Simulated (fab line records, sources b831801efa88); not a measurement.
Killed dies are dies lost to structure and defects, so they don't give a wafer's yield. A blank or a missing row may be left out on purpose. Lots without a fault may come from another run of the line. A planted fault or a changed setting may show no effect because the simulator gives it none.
Problem report in the 8D (eight disciplines) form, filled by code | flow gf180mcu | the parts of the form that need people (team, actions taken, sign-off) are left out

1. THE PROBLEM
V2_W_RS at GF_V2_RS_MEAS_24 reads a mean of 0.837 ohm/sq on 6 wafers of 2 lots; wafers without a fault read 0.328 ohm/sq with a standard deviation of 0.0045. That is +99 or more standard deviations from the usual mean.
The step: measures by four-point-probe.
First seen on wafer L133.3, day 22 22:59, on film_metro-04. The record holds 33 wafers of 11 lots with a number at this step. Rule for "out", or "out of limits": more than 4 standard deviations from the usual mean. The other wafers with a number count as sound.

2. WHAT IT IS AND WHAT IT IS NOT
question                    | is                           | is not
which readings at this step | V2_W_RS                      | -
which lots                  | L132, L133                   | L125, L126, L127, L135, L144, L145, L146, L147, L148
which wafers of those lots  | all that have a number       | -
read on which gauges        | film_metro-01, film_metro-04 | film_metro-02
when                        | from day 22 22:59            | up to then (9 sound wafers); but 18 sound wafers of L135, L144, L145, L146, L147, L148 came after

3. SUSPECTS, AND WHAT RULES EACH OUT
Counting: a tool at a process step up to the reading stays a suspect if it ran every lot that is out and no sound lot after the first of them.
- the gauge at GF_V2_RS_MEAS_24: ruled out. The wafers that are out were read on 2 gauges (film_metro-01, film_metro-04).
- plasma_asher-03 at GF_V2_STRIP_18 (strips in O2/N2): ruled out as a lasting fault. Sound lots L144, L145, L146, L147, L148 ran on it after its first lot that is out, L133 (day 22 22:14).
- cvd_w-01 at GF_V2_CVD_23 (deposits W, target thk 350 nm, time 104.94 s): ruled out as a lasting fault. Sound lots L144, L146, L148 ran on it after its first lot that is out, L133 (day 22 22:52).
Left after counting: nothing in the record.

4. THE CAUSE (what the simulator had put in)
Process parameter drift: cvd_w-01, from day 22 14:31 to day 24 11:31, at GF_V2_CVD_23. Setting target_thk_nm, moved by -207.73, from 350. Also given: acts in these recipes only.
Counting ruled it out, wrongly: the rule takes a fault to strike every lot that its tool runs from its start on, and this one did not.

5. THE CHAIN OF EFFECTS, in route order
Each row: a reading whose mean over the struck wafers that have a number lies more than 3 standard deviations from the usual. Only readings for which the record gives a usual standard deviation are gone through. hours: the time from each lot's start at the first step in this table that gives one to its start at this step, as a median over the lots. sigmas: the change in usual standard deviations.
hours | step              | reading            | usual        | on struck wafers | change | sigmas
0     | GF_V2_RS_MEAS_24  | V2_W_RS            | 0.328 ohm/sq | 0.837            | +0.509 | +99 or more
0     | GF_V2_THK_MEAS_25 | V2_W_THK           | 335 nm       | 135              | -200   | -37
0     | GF_V2_CMP_26      | time_to_endpoint_s | 86 s         | 35               | -51    | -10
The process steps in it:
- GF_V2_CMP_26: polishes, stops on SiO2, t overpolish 15 s, target thk 0 nm.

6. WHAT WOULD HAVE CAUGHT IT SOONER
In this record the first reading out of limits at a measuring or inspecting step was taken at day 22 22:59, 8 hours after the fault began at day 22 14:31.
Of the tool readings at GF_V2_CVD_23 for which the record gives a usual standard deviation, none was out on any struck wafer, so an alarm limit of 4 standard deviations on them would not have fired.
